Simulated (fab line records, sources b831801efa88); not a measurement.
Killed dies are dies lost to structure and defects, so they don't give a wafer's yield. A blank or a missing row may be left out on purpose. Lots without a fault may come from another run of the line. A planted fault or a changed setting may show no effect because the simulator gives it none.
A struck lot beside a sound one | flow sky130 | 14 steps out of a route of 708
Sound: wafers L607.2, L607.5, L607.6. Struck: wafers L605.2, L605.3, L605.5. The cause comes at the end.
At each step with rows: each side's tool, then ch and its chambers, then its first start. Under that, the readings that differ: sound wafers | struck wafers | difference of the means | sigmas: that difference in standard deviations of wafers without a fault.
alike: readings whose means differ by less than 2 such deviations, and words and numbers that are the same on both sides. not compared: withheld readings, readings that some wafer has no value for, bounds like >300 that may hide the same value, and numbers for which the record gives no deviation and whose values overlap.
The two part at a step that has a row with sigmas, a row that says differs or no value, or rows on one side only. Numbers that don't overlap but have no deviation are shown without sigmas and don't part them. A reading that every wafer of one side lacks parts them only if that side has two wafers or more.

first, 1 step without rows for these wafers: SKY_GATE_OXIDE_WET_ETCH_12 (etches SiO2 in dHF, target depth 16.8 nm, time 336 s).
SKY_GATE_OXIDE_STRIP_13: strips in O2/N2.
  sound on plasma_asher-03 ch 0,1, day 19 06:11; struck on plasma_asher-02 ch 0,1, day 18 08:16
  reading                      | sound             | struck            | difference | sigmas
  strip_time_to_endpoint_s (s) | 14.18 14.24 14.21 | 14.12 14.11 14.11 | -0.10      | -3
  alike: drypump_motor_current_A, n2_flow_sccm, o2_flow_sccm, oes_product_au
  not compared: rf_hours_counter_h
SKY_GATE_OXIDE_TW_MEAS_14:
  sound on film_metro-03, day 19 06:18; struck on film_metro-02, day 18 08:23
  reading       | sound             | struck            | difference | sigmas
  GATE_OXIDE_TW | 222.2 222.0 221.9 | 227.9 231.5 228.9 | +7.4       | +3
then, 3 steps without rows for these wafers: SKY_GATE_OXIDE_CLEAN_15 (cleans in SC1/SC2, time 144.7 s); SKY_GATE_OXIDE_OXIDATION_16 (stabilise 600 s, purge 300 s, target thk 3.57 nm); SKY_POLY_GATE_CVD_00 (deposits poly-Si, target thk 180 nm, time 720 s).
SKY_POLY_GATE_THK_MEAS_01:
  sound on film_metro-03, day 19 09:08; struck on film_metro-03, day 18 11:40
  alike: POLY_GATE_CVD_00_THK
then, 5 steps without rows for these wafers: SKY_RES_PROTECT_DEHYDRATE_00 (time 60 s); SKY_RES_PROTECT_HMDS_01 (prime time 60 s); SKY_RES_PROTECT_COAT_02 (resist thk 1140 nm); SKY_RES_PROTECT_SOFTBAKE_03 (time 60 s); SKY_RES_PROTECT_EXPOSE_04 (exposes mask RPM, target cd 1270 nm).
SKY_RES_PROTECT_PEB_05:
  sound on litho_track-04 ch 0, day 20 16:07; struck on litho_track-02, day 19 17:47
  reading         | sound          | struck | difference                    | sigmas
  exhaust_pa (Pa) | 46.0 45.5 46.2 | - - -  | no value on the struck wafers |
  not compared: chill_plate_temp_C
then, 1 step without rows for these wafers: SKY_RES_PROTECT_DEVELOP_06 (develop time 60 s).

WHERE THEY PART
First at SKY_GATE_OXIDE_STRIP_13; last, within this record, at SKY_RES_PROTECT_PEB_05.

WHY: what the simulator had put in
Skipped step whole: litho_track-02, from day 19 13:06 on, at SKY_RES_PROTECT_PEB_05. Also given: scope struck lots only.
